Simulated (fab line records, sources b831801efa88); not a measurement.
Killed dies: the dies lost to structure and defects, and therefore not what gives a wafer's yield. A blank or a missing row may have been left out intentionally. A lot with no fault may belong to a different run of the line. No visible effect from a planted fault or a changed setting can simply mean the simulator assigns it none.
fab line records	flow gf180mcu
record lots=24	wafers=72	lastDay=34
route steps=602 shown STI@13 CONTACT@292 V3@445 V4@478 V5@556
lots that met no fault: from a run of the same line without faults
startH: hours from the record's first day to the start of the lot's first wafer shown	waitH: hours from the lot's prior step to this one	" the same as in the row above	L1.1+2: a row that stands for several wafers	- no value, or no start was given	* or withheld: withheld	< > ~ a bound
route shown NAME@n: a module of which the file shows steps, and the number in the route of the first	usual: mean/standard deviation of fault-free wafers	same: alike in all rows	chamber/n: place in a boat	sites: each site's reading	_std_site: how widely they spread, as a standard deviation	_edge_site: the outer-site mean with the inner-site mean subtracted	radiusMm: how far each site lies from the wafer's centre	mask NAME#n: copy n	behind: the tool/chamber that last shaped the wafer	hold: why the lot was held/for how many hours/how that ended	device: which transistor (n, p or np) failed to switch	end of line: the route-end tests of the same wafers	step lacking rows: just its recipe	killed: dies that structure and defects cost at the first sort, which is not the same as the wafer's yield	map: a wafer's dies, marking killed ones x, the rest . and places with no die _
set.NAME: setting as actually run; set.NAME@STEP: the setting as run at that earlier step	model.NAME: the simulator's own value behind a step, which no gauge read
one table for each step of the route and one row for each wafer, over a sample of lots
services: the hour from which a tool's chamber was out of use, counted from the record's first day as startH (under 0 if before that day), plus the number of hours and why
## steps
# step GF_STI_CD_MEAS_12
# recipe targetCdNm=220
# usual cdNm=220.3/1.2
lot.wafer	tool	chamber	startH	waitH	cdNm
L074.2	cdSem-02	-	24.11	0.1	221.1
L074.3	"	-	"	"	220.9
L074.6	"	-	"	"	221.0
L075.1	cdSem-01	-	33.96	0.1	219.0
L075.2	"	-	"	"	218.8
L075.4	"	-	"	"	219.0
L076.2	cdSem-01	-	35.98	0.1	220.3
L076.5	"	-	"	"	219.7
L076.6	"	-	"	"	221.1
L077.3	cdSem-02	-	40.65	0.1	219.7
L077.4	"	-	"	"	219.3
L077.5	"	-	"	"	218.8
L078.1	cdSem-02	-	47.24	0.1	220.4
L078.4	"	-	"	"	219.1
L078.5	"	-	"	"	219.7
L079.3	cdSem-02	-	53.43	0.1	221.3
L079.4	"	-	"	"	220.8
L079.6	"	-	"	"	220.7
L080.1	cdSem-02	-	55.54	0.1	221.9
L080.2	"	-	"	"	222.3
L080.3	"	-	"	"	222.5
L081.1	cdSem-01	-	60.99	0.1	221.8
L081.2	"	-	"	"	221.8
L081.6	"	-	"	"	223.0
L082.1	cdSem-02	-	67.99	0.1	220.9
L082.3	"	-	"	"	221.1
L082.5	"	-	"	"	222.4
L083.1	cdSem-02	-	73.64	0.1	223.2
L083.2	"	-	"	"	222.3
L083.4	"	-	"	"	221.8
L084.1	cdSem-01	-	77.54	0.1	219.8
L084.3	"	-	"	"	220.3
L084.5	"	-	"	"	219.3
L085.3	cdSem-02	-	82.25	0.1	220.3
L085.4	"	-	"	"	220.5
L085.6	"	-	"	"	220.2
L086.1	cdSem-01	-	86.84	0.1	219.6
L086.3	"	-	"	"	220.9
L086.6	"	-	"	"	219.8
L087.1	cdSem-02	-	92.96	0.1	220.8
L087.2	"	-	"	"	219.7
L087.5	"	-	"	"	219.3
L088.1	cdSem-02	-	97.84	0.1	220.8
L088.2	"	-	"	"	220.9
L088.3	"	-	"	"	221.3
L089.3	cdSem-02	-	102.03	0.1	221.9
L089.4	"	-	"	"	219.8
L089.5	"	-	"	"	219.9
L090.1	cdSem-01	-	108.01	0.1	219.2
L090.2	"	-	"	"	221.0
L090.3	"	-	"	"	219.6
L091.1	cdSem-01	-	112.61	0.1	218.9
L091.3	"	-	"	"	219.1
L091.5	"	-	"	"	219.7
L092.3	cdSem-01	-	117.83	0.1	218.4
L092.4	"	-	"	"	220.2
L092.5	"	-	"	"	218.5
L093.3	cdSem-01	-	123.43	0.1	217.0
L093.4	"	-	"	"	218.3
L093.5	"	-	"	"	217.4
L094.4	cdSem-02	-	128.10	0.1	222.2
L094.5	"	-	"	"	222.2
L094.6	"	-	"	"	222.2
L095.2	cdSem-02	-	133.43	0.1	218.9
L095.3	"	-	"	"	218.5
L095.5	"	-	"	"	218.7
L096.3	cdSem-01	-	139.20	0.1	221.7
L096.4	"	-	"	"	220.9
L096.5	"	-	"	"	220.1
L097.2	cdSem-01	-	143.38	0.1	219.5
L097.3	"	-	"	"	219.2
L097.5	"	-	"	"	219.9
# step GF_CONTACT_BOW_MEAS_05
# recipe mode=bow
# usual CONTACT_BOW=65/6.9
lot.wafer	tool	chamber	startH	waitH	CONTACT_BOW[um]
L074.2	filmMetro-02	-	336.41	0.1	71
L074.3	"	-	"	"	53
L074.6	"	-	"	"	80
L075.1	filmMetro-01	-	355.69	0.2	78
L075.2	"	-	"	"	65
L075.4	"	-	"	"	77
L076.2	filmMetro-01	-	359.18	0.1	60
L076.5	"	-	"	"	74
L076.6	"	-	"	"	60
L077.3	filmMetro-01	-	362.10	0.3	63
L077.4	"	-	"	"	59
L077.5	"	-	"	"	67
L078.1	filmMetro-02	-	380.25	0.1	66
L078.4	"	-	"	"	72
L078.5	"	-	"	"	67
L080.1	filmMetro-02	-	392.31	0.1	76
L080.2	"	-	"	"	69
L080.3	"	-	"	"	65
L079.3	filmMetro-02	-	394.89	0.3	64
L079.4	"	-	"	"	62
L079.6	"	-	"	"	68
L081.1	filmMetro-04	-	402.61	0.1	70
L081.2	"	-	"	"	62
L081.6	"	-	"	"	63
L082.1	filmMetro-02	-	411.79	0.1	73
L082.3	"	-	"	"	71
L082.5	"	-	"	"	68
L083.1	filmMetro-02	-	422.99	0.2	65
L083.2	"	-	"	"	74
L083.4	"	-	"	"	56
L084.1	filmMetro-01	-	428.96	0.1	58
L084.3	"	-	"	"	68
L084.5	"	-	"	"	67
L085.3	filmMetro-04	-	438.59	0.2	56
L085.4	"	-	"	"	64
L085.6	"	-	"	"	62
L086.1	filmMetro-01	-	447.41	0.2	59
L086.3	"	-	"	"	68
L086.6	"	-	"	"	68
L087.1	filmMetro-02	-	455.44	0.2	58
L087.2	"	-	"	"	74
L087.5	"	-	"	"	58
L088.1	filmMetro-02	-	462.83	0.1	75
L088.2	"	-	"	"	67
L088.3	"	-	"	"	69
L089.3	filmMetro-02	-	469.53	0.3	56
L089.4	"	-	"	"	61
L089.5	"	-	"	"	62
L090.1	filmMetro-04	-	478.76	0.2	64
L090.2	"	-	"	"	56
L090.3	"	-	"	"	62
L091.1	filmMetro-02	-	486.51	0.1	62
L091.3	"	-	"	"	70
L091.5	"	-	"	"	70
L092.3	filmMetro-02	-	498.88	0.3	83
L092.4	"	-	"	"	64
L092.5	"	-	"	"	69
L093.3	filmMetro-01	-	503.91	0.2	73
L093.4	"	-	"	"	64
L093.5	"	-	"	"	65
L094.4	filmMetro-02	-	509.91	0.3	64
L094.5	"	-	"	"	67
L094.6	"	-	"	"	65
L095.2	filmMetro-04	-	518.62	0.2	67
L095.3	"	-	"	"	66
L095.5	"	-	"	"	75
L096.3	filmMetro-02	-	526.25	0.2	63
L096.4	"	-	"	"	65
L096.5	"	-	"	"	65
L097.2	filmMetro-02	-	534.76	0.2	61
L097.3	"	-	"	"	65
L097.5	"	-	"	"	67
# step GF_V3_ETCH_16
# recipe chemistry=N2/H2	targetDepthA=withheld	overetchA=withheld	timeS=withheld	target=BARC	ionEnergyEv=200	sourceW=500	biasW=100	pressureMtorr=30	n2FlowSccm=100	h2FlowSccm=200
# usual drypumpMotorCurrentA=5.7/0.37	oesProductAu=0.854/0.005	throttleValvePct=13.227/0.01
lot.wafer	tool	chamber	startH	waitH	drypumpMotorCurrentA	oesProductAu	throttleValvePct
L074.2	rieDiel-01	3	509.56	0.0	6.2	0.854	13.223
L074.3	"	1	"	"	5.5	0.851	13.221
L074.6	"	2	"	"	5.4	0.858	13.220
L075.1	rieDiel-01	1	531.24	0.0	5.5	0.852	13.218
L075.2	"	2	"	"	5.4	0.846	13.225
L075.4	"	3	"	"	6.2	0.867	13.228
L076.2	rieDiel-04	1	533.91	0.0	5.9	0.859	13.232
L076.5	"	0	"	"	4.8	0.853	13.230
L076.6	"	3	"	"	6.3	0.852	13.231
L077.3	rieDiel-01	3	536.69	0.0	6.2	0.859	13.214
L077.4	"	3	"	"	6.2	0.853	13.223
L077.5	"	2	"	"	5.4	0.852	13.218
L078.1	rieDiel-01	0	555.75	0.0	5.7	0.851	13.221
L078.4	"	0	"	"	5.7	0.845	13.239
L078.5	"	3	"	"	6.2	0.859	13.230
L080.1	rieDiel-04	2	566.04	0.0	5.8	0.859	13.227
L080.2	"	1	"	"	6.0	0.856	13.233
L080.3	"	0	"	"	4.8	0.856	13.234
L079.3	rieDiel-03	3	569.76	0.0	5.8	0.857	13.221
L079.4	"	1	"	"	5.5	0.856	13.235
L079.6	"	3	"	"	5.7	0.860	13.233
L081.1	rieDiel-01	3	576.96	0.0	6.2	0.859	13.206
L081.2	"	2	"	"	5.4	0.860	13.217
L081.6	"	3	"	"	6.2	0.863	13.237
L082.1	rieDiel-03	1	585.61	0.0	5.5	0.852	13.247
L082.3	"	0	"	"	5.7	0.853	13.225
L082.5	"	3	"	"	5.7	0.854	13.238
L083.1	rieDiel-03	0	595.69	0.0	5.7	0.847	13.220
L083.2	"	2	"	"	6.4	0.854	13.237
L083.4	"	1	"	"	5.5	0.842	13.240
L084.1	rieDiel-03	3	599.99	0.0	5.8	0.854	13.236
L084.3	"	1	"	"	5.5	0.847	13.245
L084.5	"	2	"	"	6.4	0.850	13.229
L085.3	rieDiel-04	1	608.66	0.0	6.0	0.841	13.223
L085.4	"	3	"	"	6.2	0.855	13.202
L085.6	"	3	"	"	6.2	0.866	13.232
L086.1	rieDiel-01	1	616.41	0.0	5.5	0.846	13.247
L086.3	"	0	"	"	5.7	0.849	13.245
L086.6	"	1	"	"	5.5	0.857	13.218
L087.1	rieDiel-03	1	622.11	0.0	5.6	0.856	13.223
L087.2	"	0	"	"	5.7	0.851	13.229
L087.5	"	3	"	"	5.7	0.856	13.213
L088.1	rieDiel-03	1	629.31	0.0	5.6	0.857	13.227
L088.2	"	0	"	"	5.7	0.845	13.226
L088.3	"	3	"	"	5.8	0.842	13.217
L089.3	rieDiel-01	3	634.26	0.0	6.2	0.857	13.222
L089.4	"	0	"	"	5.7	0.849	13.243
L089.5	"	0	"	"	5.7	0.853	13.223
L090.1	rieDiel-01	2	643.04	0.0	5.4	0.861	13.227
L090.2	"	0	"	"	5.7	0.852	13.220
L090.3	"	1	"	"	5.5	0.847	13.224
L091.1	rieDiel-03	2	649.91	0.0	6.4	0.849	13.242
L091.3	"	0	"	"	5.7	0.859	13.233
L091.5	"	2	"	"	6.3	0.855	13.231
L092.3	rieDiel-04	0	658.94	0.0	4.8	0.854	13.214
L092.4	"	1	"	"	6.0	0.848	13.225
L092.5	"	2	"	"	5.8	0.859	13.229
L093.3	rieDiel-04	0	663.66	0.0	4.8	0.861	13.243
L093.4	"	3	"	"	6.2	0.862	13.237
L093.5	"	3	"	"	6.2	0.852	13.240
L094.4	rieDiel-03	3	669.36	0.0	5.7	0.849	13.235
L094.5	"	0	"	"	5.7	0.852	13.225
L094.6	"	3	"	"	5.8	0.852	13.235
L095.2	rieDiel-03	3	675.86	0.0	5.7	0.857	13.224
L095.3	"	2	"	"	6.3	0.859	13.233
L095.5	"	3	"	"	5.8	0.857	13.217
L096.3	rieDiel-01	1	681.56	0.0	5.5	0.855	13.216
L096.4	"	3	"	"	6.2	0.854	13.214
L096.5	"	2	"	"	5.4	0.849	13.224
L097.2	rieDiel-01	3	688.01	0.0	6.2	0.850	13.217
L097.3	"	2	"	"	5.4	0.854	13.223
L097.5	"	0	"	"	5.7	0.859	13.223
# step GF_V4_CVD_02
# recipe material=SiO2	targetThkNm=850	precursor=TEOS	tempC=400	timeS=94.851	rfW=600
# usual heaterPowerW=701/90
lot.wafer	tool	chamber	startH	waitH	heaterPowerW
L074.2	pecvd-02	1	535.16	0.0	733
L074.3	"	2	"	"	789
L074.6	"	2	"	"	628
L075.1	pecvd-01	0	556.40	0.1	550
L075.2	"	2	"	"	832
L075.4	"	2	"	"	888
L076.2	pecvd-02	0	558.56	0.0	719
L076.5	"	0	"	"	572
L076.6	"	2	"	"	712
L077.3	pecvd-02	0	561.73	0.0	736
L077.4	"	2	"	"	762
L077.5	"	0	"	"	574
L078.1	pecvd-04	0	580.83	0.1	655
L078.4	"	1	"	"	736
L078.5	"	2	"	"	853
L080.1	pecvd-04	1	590.61	0.1	722
L080.2	"	0	"	"	557
L080.3	"	2	"	"	698
L079.3	pecvd-02	1	594.13	0.0	760
L079.4	"	0	"	"	711
L079.6	"	1	"	"	774
L081.1	pecvd-01	0	600.23	0.1	530
L081.2	"	2	"	"	860
L081.6	"	2	"	"	695
L082.1	pecvd-02	0	609.40	0.1	746
L082.3	"	1	"	"	689
L082.5	"	0	"	"	585
L083.1	pecvd-04	2	619.42	0.1	831
L083.2	"	1	"	"	704
L083.4	"	0	"	"	511
L084.1	pecvd-02	0	623.93	0.1	664
L084.3	"	1	"	"	726
L084.5	"	2	"	"	626
L085.3	pecvd-04	0	632.14	0.0	586
L085.4	"	0	"	"	614
L085.6	"	1	"	"	766
L086.1	pecvd-01	2	639.56	0.1	907
L086.3	"	0	"	"	584
L086.6	"	0	"	"	623
L087.1	pecvd-02	2	645.42	0.1	682
L087.2	"	0	"	"	650
L087.5	"	1	"	"	613
L088.1	pecvd-02	0	651.08	0.1	593
L088.2	"	2	"	"	664
L088.3	"	1	"	"	697
L089.3	pecvd-04	0	656.58	0.0	561
L089.4	"	2	"	"	823
L089.5	"	1	"	"	745
L090.1	pecvd-04	1	665.03	0.1	759
L090.2	"	0	"	"	548
L090.3	"	2	"	"	803
L091.1	pecvd-01	0	672.23	0.1	551
L091.3	"	2	"	"	820
L091.5	"	1	"	"	591
L092.3	pecvd-02	0	680.26	0.0	667
L092.4	"	0	"	"	683
L092.5	"	2	"	"	809
L093.3	pecvd-04	2	685.65	0.0	822
L093.4	"	1	"	"	607
L093.5	"	2	"	"	878
L094.4	pecvd-04	2	691.32	0.1	741
L094.5	"	0	"	"	627
L094.6	"	1	"	"	603
L095.2	pecvd-02	2	697.38	0.0	669
L095.3	"	1	"	"	666
L095.5	"	2	"	"	711
L096.3	pecvd-02	0	703.08	0.0	683
L096.4	"	0	"	"	705
L096.5	"	2	"	"	702
L097.2	pecvd-04	1	709.24	0.0	688
L097.3	"	2	"	"	876
L097.5	"	0	"	"	622
# step GF_V4_OVL_MEAS_15
# usual V4_OVL=0/5.2
lot.wafer	tool	chamber	startH	waitH	V4_OVL[nm]
L074.2	overlay-02	-	557.81	0.1	10
L074.3	"	-	"	"	2
L074.6	"	-	"	"	7
L075.1	overlay-02	-	579.12	0.1	-7
L075.2	"	-	"	"	4
L075.4	"	-	"	"	6
L076.2	overlay-02	-	581.36	0.1	-3
L076.5	"	-	"	"	-10
L076.6	"	-	"	"	4
L077.3	overlay-02	-	583.89	0.1	-2
L077.4	"	-	"	"	0
L077.5	"	-	"	"	6
L078.1	overlay-02	-	602.67	0.1	1
L078.4	"	-	"	"	0
L078.5	"	-	"	"	-8
L080.1	overlay-02	-	612.62	0.1	-4
L080.2	"	-	"	"	6
L080.3	"	-	"	"	-5
L079.3	overlay-01	-	615.89	0.1	1
L079.4	"	-	"	"	-6
L079.6	"	-	"	"	1
L081.1	overlay-01	-	621.72	0.1	3
L081.2	"	-	"	"	5
L081.6	"	-	"	"	0
L082.1	overlay-01	-	630.37	0.1	-5
L082.3	"	-	"	"	2
L082.5	"	-	"	"	-1
L083.1	overlay-01	-	640.87	0.1	-2
L083.2	"	-	"	"	-3
L083.4	"	-	"	"	-2
L084.1	overlay-01	-	644.67	0.1	-6
L084.3	"	-	"	"	2
L084.5	"	-	"	"	-4
L085.3	overlay-02	-	652.52	0.1	-1
L085.4	"	-	"	"	5
L085.6	"	-	"	"	-1
L086.1	overlay-02	-	659.87	0.1	1
L086.3	"	-	"	"	0
L086.6	"	-	"	"	-6
L087.1	overlay-02	-	665.17	0.1	-3
L087.2	"	-	"	"	-1
L087.5	"	-	"	"	-7
L088.1	overlay-02	-	671.75	0.1	6
L088.2	"	-	"	"	5
L088.3	"	-	"	"	3
L089.3	overlay-01	-	675.95	0.1	-3
L089.4	"	-	"	"	-6
L089.5	"	-	"	"	6
L090.1	overlay-01	-	685.15	0.1	2
L090.2	"	-	"	"	-6
L090.3	"	-	"	"	3
L091.1	overlay-01	-	691.82	0.1	1
L091.3	"	-	"	"	3
L091.5	"	-	"	"	3
L092.3	overlay-01	-	699.72	0.1	-1
L092.4	"	-	"	"	1
L092.5	"	-	"	"	1
L093.3	overlay-01	-	704.63	0.1	4
L093.4	"	-	"	"	-8
L093.5	"	-	"	"	6
L094.4	overlay-01	-	710.59	0.1	-7
L094.5	"	-	"	"	7
L094.6	"	-	"	"	-7
L095.2	overlay-01	-	716.61	0.1	-2
L095.3	"	-	"	"	12
L095.5	"	-	"	"	15
L096.3	overlay-02	-	721.96	0.1	4
L096.4	"	-	"	"	0
L096.5	"	-	"	"	0
L097.2	overlay-02	-	727.96	0.1	6
L097.3	"	-	"	"	3
L097.5	"	-	"	"	-2
# step GF_V5_ETCH_16
# recipe chemistry=N2/H2	targetDepthA=withheld	overetchA=withheld	timeS=withheld	target=BARC	ionEnergyEv=200	sourceW=500	biasW=100	pressureMtorr=30	n2FlowSccm=100	h2FlowSccm=200
# usual drypumpMotorCurrentA=5.8/0.36	oesProductAu=0.854/0.005	throttleValvePct=13.225/0.0087
lot.wafer	tool	chamber	startH	waitH	drypumpMotorCurrentA	oesProductAu	throttleValvePct
L074.2	rieDiel-02	3	625.84	0.0	5.7	0.854	13.232
L074.3	"	2	"	"	5.5	0.862	13.243
L074.6	"	2	"	"	5.6	0.868	13.247
L075.1	rieDiel-01	1	644.83	0.0	5.5	0.842	13.209
L075.2	"	2	"	"	5.4	0.851	13.221
L075.4	"	0	"	"	5.7	0.849	13.232
L076.2	rieDiel-01	3	647.08	0.0	6.2	0.856	13.203
L076.5	"	2	"	"	5.4	0.851	13.211
L076.6	"	1	"	"	5.5	0.852	13.230
L077.3	rieDiel-03	1	648.34	0.0	5.5	0.852	13.232
L077.4	"	3	"	"	5.8	0.856	13.228
L077.5	"	1	"	"	5.6	0.849	13.237
L078.1	rieDiel-03	0	666.49	0.0	5.7	0.864	13.236
L078.4	"	3	"	"	5.7	0.853	13.222
L078.5	"	2	"	"	6.3	0.856	13.231
L080.1	rieDiel-01	1	675.26	0.0	5.5	0.841	13.219
L080.2	"	2	"	"	5.4	0.863	13.215
L080.3	"	3	"	"	6.2	0.854	13.230
L079.3	rieDiel-03	3	679.36	0.0	5.7	0.852	13.218
L079.4	"	0	"	"	5.8	0.852	13.230
L079.6	"	3	"	"	5.7	0.851	13.229
L081.1	rieDiel-03	3	684.29	0.0	5.8	0.862	13.227
L081.2	"	2	"	"	6.3	0.868	13.237
L081.6	"	2	"	"	6.3	0.857	13.225
L082.1	rieDiel-03	0	693.11	0.0	5.7	0.849	13.232
L082.3	"	1	"	"	5.5	0.856	13.229
L082.5	"	1	"	"	5.5	0.855	13.215
L083.1	rieDiel-02	1	701.69	0.0	6.7	0.858	13.226
L083.2	"	3	"	"	5.7	0.854	13.240
L083.4	"	2	"	"	5.6	0.847	13.222
L084.1	rieDiel-01	1	705.39	0.0	5.5	0.855	13.231
L084.3	"	2	"	"	5.4	0.861	13.203
L084.5	"	0	"	"	5.7	0.858	13.221
L085.3	rieDiel-02	0	712.24	0.0	6.0	0.849	13.222
L085.4	"	2	"	"	5.5	0.853	13.222
L085.6	"	3	"	"	5.7	0.857	13.219
L086.1	rieDiel-02	1	719.99	0.0	6.7	0.852	13.203
L086.3	"	3	"	"	5.7	0.856	13.236
L086.6	"	2	"	"	5.5	0.854	13.236
L087.1	rieDiel-02	0	724.41	0.0	6.0	0.860	13.221
L087.2	"	2	"	"	5.6	0.848	13.220
L087.5	"	2	"	"	5.6	0.856	13.241
L088.1	rieDiel-01	3	731.39	0.0	6.2	0.846	13.233
L088.2	"	0	"	"	5.7	0.847	13.230
L088.3	"	2	"	"	5.4	0.848	13.244
L089.3	rieDiel-02	1	735.24	0.0	6.7	0.856	13.223
L089.4	"	3	"	"	5.7	0.858	13.232
L089.5	"	1	"	"	6.7	0.851	13.229
L090.1	rieDiel-02	2	742.54	0.0	5.6	0.860	13.217
L090.2	"	0	"	"	6.0	0.852	13.217
L090.3	"	1	"	"	6.7	0.859	13.215
L091.1	rieDiel-03	2	748.34	0.0	6.4	0.847	13.226
L091.3	"	1	"	"	5.5	0.851	13.225
L091.5	"	2	"	"	6.3	0.857	13.236
L092.3	rieDiel-01	1	755.91	0.0	5.5	0.853	13.212
L092.4	"	0	"	"	5.7	0.858	13.238
L092.5	"	0	"	"	5.7	0.851	13.226
L093.3	rieDiel-03	3	758.84	0.0	5.7	0.865	13.230
L093.4	"	0	"	"	5.7	0.862	13.219
L093.5	"	3	"	"	5.7	0.855	13.235
L094.4	rieDiel-01	2	765.24	0.0	5.4	0.846	13.216
L094.5	"	2	"	"	5.4	0.857	13.222
L094.6	"	1	"	"	5.5	0.856	13.234
L095.2	rieDiel-03	0	769.94	0.0	5.7	0.858	13.212
L095.3	"	2	"	"	6.4	0.857	13.227
L095.5	"	2	"	"	6.4	0.861	13.223
L096.3	rieDiel-01	3	775.76	0.0	6.2	0.846	13.214
L096.4	"	1	"	"	5.5	0.850	13.231
L096.5	"	2	"	"	5.4	0.850	13.227
L097.2	rieDiel-02	2	781.31	0.0	5.6	0.850	13.222
L097.3	"	1	"	"	6.7	0.851	13.212
L097.5	"	0	"	"	6.0	0.855	13.224
## services
tool	chamber	startH	hours	kind
pecvd-04	-	489.73	14.6	pm
pecvd-01	-	495.54	2.8	repair
pecvd-01	2	498.72	5.3	repair
rieDiel-04	1	512.03	1.4	repair
rieDiel-04	1	519.06	6.2	repair
rieDiel-01	1	534.46	22.4	repair
pecvd-02	1	535.84	8.5	repair
pecvd-01	-	545.06	2.2	repair
rieDiel-04	1	587.97	8.4	repair
pecvd-04	-	591.12	14.0	pm
rieDiel-02	0	594.52	5.6	repair
pecvd-01	2	609.63	6.6	repair
pecvd-02	0	645.50	1.7	repair
pecvd-02	-	657.00	0.9	repair
pecvd-04	-	657.03	1.3	repair
rieDiel-01	0	672.73	6.8	repair
rieDiel-03	-	697.00	0.1	repair
rieDiel-02	3	702.37	3.0	repair
rieDiel-03	3	707.96	5.3	repair
rieDiel-01	2	721.18	1.2	repair
rieDiel-02	-	744.03	4.3	pm
rieDiel-04	1	753.60	6.0	repair
rieDiel-04	-	764.13	1.3	repair
rieDiel-03	-	772.27	14.6	pm
## key
fault none
